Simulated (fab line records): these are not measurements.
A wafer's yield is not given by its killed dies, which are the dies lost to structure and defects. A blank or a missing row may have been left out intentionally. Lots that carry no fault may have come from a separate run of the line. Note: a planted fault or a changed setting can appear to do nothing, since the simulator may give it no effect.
A lot that was struck, set against a sound lot	flow sky130	15 out of 708 route steps
Sound: wafers L800.1, L800.2, L800.5. Struck: wafer L806.1; the same lot's L806.5 was not struck, so it is left out; see the end for the cause.
Each step with rows lists, per side, the tool, then ch with its chambers, then its first start. Under that, the readings that differ: sound wafers	struck wafers	difference of the means	sigmas: that difference in standard deviations of wafers without a fault.
alike: readings whose means differ by less than 2 such deviations, and words and numbers that are the same on both sides. not compared: withheld readings, readings that some wafer has no value for, bounds like >300 that may hide the same value, and numbers for which the record gives no deviation and whose values overlap.
The two part at a step that has a row with sigmas, a row that says differs or no value, or rows on one side only. Numbers that have no deviation but don't overlap get no sigmas and don't part them. Lack of a reading on every wafer of one side parts them only where that side has two or more wafers.

SKY_VIA1_CMP_02: polishes SiO2.
  sound on cmp-02 ch 2,3, day 32 20:57; struck on cmp-01 ch 1, day 34 18:23
  alike: motor current A, slurry filter dp kPa
SKY_VIA1_BOW_MEAS_03:
  struck on film metro-01, day 34 18:41; sound on film metro-03, day 32 21:12
  alike: VIA1_BOW
then, 8 steps without rows for these wafers: SKY_VIA1_DEHYDRATE_04 (time 60 s); SKY_VIA1_HMDS_05 (prime time 60 s); SKY_VIA1_COAT_06 (resist thk 60 nm); SKY_VIA1_COAT_07 (resist thk 450 nm); SKY_VIA1_SOFTBAKE_08 (time 90 s); SKY_VIA1_EXPOSE_09 (exposes mask VIM, target cd 150 nm); SKY_VIA1_PEB_10; SKY_VIA1_DEVELOP_11 (develop time 60 s).
SKY_VIA1_CD_MEAS_12: target cd 150 nm.
  struck on cd sem-02, day 35 20:36; sound on cd sem-01, day 33 23:29
  alike: cd nm
SKY_VIA1_OVL_MEAS_13:
  struck on overlay-02, day 35 20:43; sound on overlay-02, day 33 23:37
  alike: VIA1_OVL
SKY_VIA1_ETCH_14: etches BARC in N2/H2, stops on SiO2, time 45.9 s, target depth 60 nm.
  sound on rie diel-04 ch 0,1,2, day 33 23:38; struck on rie diel-02 ch 3, day 35 20:46
reading	sound	struck	difference	sigmas
drypump motor current A (A)	5.4 4.9 5.4	6.4	+1.2	+2
oes product au (a.u.)	0.862 0.848 0.854	1.003	+0.148	+33
run length s (s)	74.3 74.8 74.3	66.1	-8.4	-17
throttle valve pct (%)	13.224 13.221 13.212	13.244	+0.025	+3
model.KrF-thick_of_VIA1_COAT_07.thk nm (nm)	391.8 388.9 390.2	398.8	+8.5	
  not compared: rf hours counter h
SKY_VIA1_ETCH_15: etches SiO2 in C4F8/O2/Ar, stops on TiN, target depth 351 nm, time 54 s.
  sound on rie diel-04 ch 0,1,2, day 33 23:41; struck on rie diel-02 ch 3, day 35 20:48
reading	sound	struck	difference	sigmas
model.KrF-thick_of_VIA1_COAT_07.thk nm (nm)	322.3 315.3 317.4	328.2	+9.9	
  alike: oes product au, run length s
  not compared: rf hours counter h
SKY_VIA1_STRIP_16: strips in O2/N2.
  sound on plasma asher-01 ch 0,1, day 33 23:44; struck on plasma asher-01 ch 0, day 35 20:51
reading	sound	struck	difference	sigmas
strip time to endpoint s (s)	4.449 4.381 4.424	4.491	+0.073	+3
  alike: drypump motor current A, oes product au
  not compared: rf hours counter h

WHERE THEY PART
Earliest at SKY_VIA1_ETCH_14; latest, in this record, at SKY_VIA1_STRIP_16.

WHY: what had been put in by the simulator
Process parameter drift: rie diel-02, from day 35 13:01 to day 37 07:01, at SKY_VIA1_ETCH_14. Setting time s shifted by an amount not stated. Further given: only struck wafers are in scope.
